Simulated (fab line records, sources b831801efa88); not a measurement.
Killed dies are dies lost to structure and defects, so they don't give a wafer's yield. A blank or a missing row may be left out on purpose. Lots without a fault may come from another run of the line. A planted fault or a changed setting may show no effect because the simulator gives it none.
Problem report in the 8D (eight disciplines) form, filled by code | flow sky130 | the parts of the form that need people (team, actions taken, sign-off) are left out

1. THE PROBLEM
bias_w at SKY_METAL2_ETCH_18 reads a mean of 80.3 W on 2 wafers of 2 lots; wafers without a fault read 100.0 W with a standard deviation of 0.32. That is -62 standard deviations from the usual mean.
The step: etches BARC in N2/H2, stops on SiO2, time 45.9 s, target depth 60 nm.
First seen on wafer L492.2, day 37 12:19, on rie_metal-01. The record holds 18 wafers of 6 lots with a number at this step. Rule for "out", or "out of limits": more than 4 standard deviations from the usual mean. The other wafers with a number count as sound.

2. WHAT IT IS AND WHAT IT IS NOT
question                    | is                | is not
which readings at this step | bias_w            | drypump_motor_current_A, oes_product_au, throttle_valve_pct
which lots                  | L492, L494        | L487, L491, L501, L502
which wafers of those lots  | L492.2, L494.1    | L492.1, L492.6, L494.2, L494.5
read on which tools         | rie_metal-01      | rie_metal-02, rie_metal-03
when                        | from day 37 12:19 | up to then (8 sound wafers); but 8 sound wafers of L494, L501, L502 came after

3. SUSPECTS, AND WHAT RULES EACH OUT
Counting: a tool at a process step up to the reading stays a suspect if it ran every lot that is out. Sound lots after the first of them don't rule it out here, since some wafers of a struck lot are sound.
- rie_metal-01 at SKY_METAL2_DESCUM_17 (chemistry O2, time 8 s): kept. It ran every lot that is out, first L492 (day 37 12:16); its last sound lot up to then is L487 (day 35 13:14).
- rie_metal-01 at SKY_METAL2_ETCH_18 (etches BARC in N2/H2, stops on SiO2, time 45.9 s, target depth 60 nm): kept. It ran every lot that is out, first L492 (day 37 12:19); its last sound lot up to then is L487 (day 35 13:17). Its own readings are out on those wafers: bias_w.
- Within rie_metal-01 at SKY_METAL2_DESCUM_17: the wafers that are out ran in chamber 1; their sound lot-mates ran in chamber 0.
- Within rie_metal-01 at SKY_METAL2_ETCH_18: the wafers that are out ran in chamber 1; their sound lot-mates ran in chamber 0.
Left after counting: rie_metal-01 at SKY_METAL2_DESCUM_17, rie_metal-01 at SKY_METAL2_ETCH_18.

4. THE CAUSE (what the simulator had put in)
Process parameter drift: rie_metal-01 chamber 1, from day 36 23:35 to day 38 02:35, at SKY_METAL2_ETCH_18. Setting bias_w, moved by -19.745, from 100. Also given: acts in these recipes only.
Counting left 2 suspects, and this tool is among them.

5. THE CHAIN OF EFFECTS, in route order
Each row: a reading whose mean over the struck wafers that have a number lies more than 3 standard deviations from the usual. Only readings for which the record gives a usual standard deviation are gone through. hours: the time from each lot's start at the first step in this table that gives one to its start at this step, as a median over the lots. sigmas: the change in usual standard deviations.
hours | step               | reading | usual   | on struck wafers | change | sigmas
0     | SKY_METAL2_ETCH_18 | bias_w  | 100.0 W | 80.3             | -19.7  | -62
The process steps in it:
- SKY_METAL2_ETCH_18: etches BARC in N2/H2, stops on SiO2, time 45.9 s, target depth 60 nm.

6. WHAT WOULD HAVE CAUGHT IT SOONER
In this record the first reading out of limits was taken at day 37 12:19, 13 hours after the fault began at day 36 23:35.
